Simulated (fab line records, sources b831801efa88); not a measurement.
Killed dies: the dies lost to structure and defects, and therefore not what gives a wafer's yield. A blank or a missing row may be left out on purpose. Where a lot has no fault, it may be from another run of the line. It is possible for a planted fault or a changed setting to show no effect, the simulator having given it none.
Problem report in the 8D (eight disciplines) form, filled by code / flow gf180mcu / the parts of the form that need people (team, actions taken, sign-off) are left out

1. THE PROBLEM
Wafers without a fault read 280.6 nm, standard deviation 1.5; cd nm at GF_M2_CD_MEAS_14 reads a mean of 270.3 nm on 6 wafers belonging to 2 lots. Relative to the usual mean, that is a shift of -6.9 standard deviations.
The step: target cd 280 nm.
Earliest sighting: wafer L562.2 on cd sem-01 at day 27 02:07. Wafers with a number at this step in the record: 39, from 13 lots. By rule, "out" or "out of limits" means more than 4 standard deviations away from the usual mean. Any other wafer with a number is counted as sound.

2. WHAT IT IS AND WHAT IT IS NOT
question=which readings at this step; is=cd nm; is not=-
question=which lots; is=L562, L563; is not=L541, L542, L543, L544, L546, L547, L548, L550, L551, L552, L556
question=which wafers of those lots; is=all that have a number; is not=-
question=read on which gauges; is=cd sem-01, cd sem-02; is not=-
question=when; is=from day 27 02:07; is not=up to then (33 sound wafers)

3. SUSPECTS, AND WHAT RULES EACH OUT
Counting: any tool at a process step up to the reading is kept as a suspect provided that every lot that is out went through it and no sound lot did after the first of them.
- the gauge at GF_M2_CD_MEAS_14 has been ruled out. Those wafers that are out were read across 2 gauges (cd sem-01, cd sem-02).
- litho track-04 at GF_M2_SOFTBAKE_10 (time 60 s): kept. It ran every lot that is out, first L562 (day 26 15:02), and no sound lot after that; its last sound lot up to then is L556 (day 24 18:02). Out on those wafers are its own readings of heater power total W, plate temp C.
Remaining after the count: litho track-04 at GF_M2_SOFTBAKE_10.

4. THE CAUSE (what the simulator had put in)
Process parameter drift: litho track-04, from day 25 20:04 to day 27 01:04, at GF_M2_SOFTBAKE_10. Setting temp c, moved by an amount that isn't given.
The count eliminated every tool but this one.

5. THE EFFECT CHAIN, in route order
Each row: a reading where the mean over the struck wafers with a number is more than 3 standard deviations away from the usual. Only readings whose record carries a usual standard deviation are examined. hours: median over the lots of the time between each lot's start at the first step of this table that gives one and its start at this step. sigmas: the change, counted in usual standard deviations.
hours=0; step=GF_M2_SOFTBAKE_10; reading=heater power total W; usual=93.05 W; on struck wafers=96.54; change=+3.49; sigmas=+58
hours=0; step=GF_M2_SOFTBAKE_10; reading=plate temp C; usual=129.99 C; on struck wafers=133.59; change=+3.60; sigmas=+24
hours=11; step=GF_M2_CD_MEAS_14; reading=cd nm; usual=280.6 nm; on struck wafers=270.3; change=-10.3; sigmas=-6.9
Process steps it contains:
- GF_M2_SOFTBAKE_10: time 60 s.
At these later measuring or inspecting steps, every struck wafer for which the step has a row has a number for every such reading, and none has moved that far: GF_M2_OVL_MEAS_15.

6. HOW IT WOULD HAVE BEEN CAUGHT EARLIER
In this record the first reading out of limits at a measuring or inspecting step was taken at day 27 02:07, 30 hours after the fault began at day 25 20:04.
The tool's own readings at GF_M2_SOFTBAKE_10 were out on every struck wafer that the step has a row for (heater power total W, plate temp C): an alarm limit on them would have fired on the first of those.
By day 27 02:07, every lot that is out (2) had started GF_M2_SOFTBAKE_10 on litho track-04. Tool hold at that time: it would have spared none of them.
